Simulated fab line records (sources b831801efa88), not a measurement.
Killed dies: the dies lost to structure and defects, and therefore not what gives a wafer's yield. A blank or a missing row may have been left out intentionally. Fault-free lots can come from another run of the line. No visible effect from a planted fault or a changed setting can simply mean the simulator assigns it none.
Which tool did it? | flow sky130 | 10 lots, 30 wafers sampled, at 1 step of a route of 708

WHAT THE GAUGES SHOWED, per wafer
SKY_METAL1_RS_MEAS_05: measurement is done with a four-point probe. Usual: METAL1_ALCU_RS typically reads 0.1264 ohm/sq, with standard deviation 0.00097.
lot  | measured     | on            | METAL1_ALCU_RS (ohm/sq) | flag
L528 | day 31 15:42 | film metro-04 | 0.1284 0.1264 0.1258    |
L529 | day 31 19:11 | film metro-01 | 0.1248 0.1267 0.1265    |
L530 | day 32 11:53 | film metro-01 | 0.1259 0.1264 0.1274    |
L531 | day 33 00:42 | film metro-04 | 0.1252 0.1266 0.1274    |
L537 | day 34 21:50 | film metro-01 | 0.1282 0.1285 0.1280    |
L538 | day 35 05:14 | film metro-03 | 0.1274 0.1267 0.1267    |
L541 | day 36 06:11 | film metro-01 | 0.1254 0.1252 0.1254    |
L543 | day 37 03:25 | film metro-03 | 0.1273 0.1273 0.1270    |
L546 | day 37 16:53 | film metro-01 | 0.1261 0.1265 0.1252    |
L551 | day 38 22:14 | film metro-01 | 0.1279 0.1275 0.1276    |

EACH LOT AND THE TOOL THAT RAN IT (in order: tool; ch and the chambers of the sampled wafers; start)
The record shows no process step preceding these readings.

AS READ BY THE TOOLS THEMSELVES (means over the sampled wafers that have a number; for cases with no such wafer, the mark the record gives instead)
The record holds no such reading with a usual standard deviation.

THE ANSWER, worked out from the rows above alone
Rule: take the mean of a lot's wafers that have a number; if it is more than 3 standard deviations from the usual mean, the lot is off. Also off: a lot with no number at a reading for which 4 or more lots have one. The other lots that the step has rows for count as sound. Order of review: gauges by route order, followed by the tools' own readings, for which a lot's mean as printed above is used. At the first step where some lot is off, the reading lying furthest off is the one used; lots without a number count as furthest.
No lot is off on any of the readings shown, so nothing can be concluded from this.

WHAT THE SIMULATOR HAD INSERTED
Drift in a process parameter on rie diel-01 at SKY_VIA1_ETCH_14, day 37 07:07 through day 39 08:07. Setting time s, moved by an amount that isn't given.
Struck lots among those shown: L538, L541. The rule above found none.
